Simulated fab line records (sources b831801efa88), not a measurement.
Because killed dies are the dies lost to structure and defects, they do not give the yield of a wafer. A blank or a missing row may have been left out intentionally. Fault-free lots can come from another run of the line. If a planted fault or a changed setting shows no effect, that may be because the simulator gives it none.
Problem report, 8D (eight disciplines) form, completed by code | flow gf180mcu | the parts of the form that need people (team, actions taken, sign-off) are left out

## 1. THE ISSUE
Mean of cd nm at GF_HV_LDD_CD_MEAS_19: 315.0 nm across 6 wafers in 2 lots; on wafers with no fault it is 399.9 nm (standard deviation 2). Relative to the usual mean, that is a shift of -42 standard deviations.
The step: target cd 400 nm.
The first sign was on wafer L864.2 at day 16 06:59, on cd sem-02. At this step, 39 wafers from 13 lots have a number in the record. By rule, "out" or "out of limits" means more than 4 standard deviations away from the usual mean. The rest of the wafers with a number are treated as sound.

## 2. WHAT IT IS; WHAT IT IS NOT
question                    | is                     | is not
which readings at this step | cd nm                  | -
which lots                  | L864, L866             | L849, L850, L852, L853, L854, L856, L857, L858, L859, L861, L862
which wafers of those lots  | all that have a number | -
read on which gauges        | cd sem-02              | cd sem-01
when                        | from day 16 06:59      | up to then (33 sound wafers)

## 3. SUSPECTS, AND WHAT RULES EACH OUT
Counting: any tool at a process step up to the reading is kept as a suspect provided that every lot that is out went through it and no sound lot did after the first of them.
- the gauge at GF_HV_LDD_CD_MEAS_19: kept. All the wafers that are out were read on cd sem-02, and no step on other tools shows them out.
- litho track-01 at GF_HV_LDD_DEVELOP_18 (develop time 60 s): kept. It ran every lot that is out, first L864 (day 16 06:50), and no sound lot after that; its last sound lot up to then is L862 (day 15 18:02).
The count leaves cd sem-02 at GF_HV_LDD_CD_MEAS_19 and litho track-01 at GF_HV_LDD_DEVELOP_18.

## 4. THE CAUSE (what the simulator had put in)
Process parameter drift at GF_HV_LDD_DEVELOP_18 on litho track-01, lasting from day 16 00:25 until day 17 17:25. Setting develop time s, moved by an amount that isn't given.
This tool is one of the 2 suspects left after counting.

## 5. THE CHAIN OF EFFECTS, in route order
Rows list readings where the struck wafers' mean (over those with a number) sits beyond 3 standard deviations from the usual. Readings are gone through only where the record gives a usual standard deviation; hours: the median, over the lots, of the time from a lot's start at the first step in this table giving one to that lot's start at this step; sigmas: the change measured in usual standard deviations.
hours | step                 | reading | usual    | on struck wafers | change | sigmas
0     | GF_HV_LDD_CD_MEAS_19 | cd nm   | 399.9 nm | 315.0            | -84.9  | -42
Later measuring or inspecting steps at which every struck wafer that the step has a row for has a number for every such reading, and none has moved that far: GF_SAB_THK_MEAS_01.

## 6. HOW IT WOULD HAVE BEEN CAUGHT EARLIER
Counted from the fault's start at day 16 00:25, it took 7 hours until the first out-of-limits reading at a measuring or inspecting step in this record, taken at day 16 06:59.
Of the lots that are out (2), L866 began GF_HV_LDD_DEVELOP_18 on litho track-01 after day 16 06:59. A tool hold placed at that time would have kept it from harm.
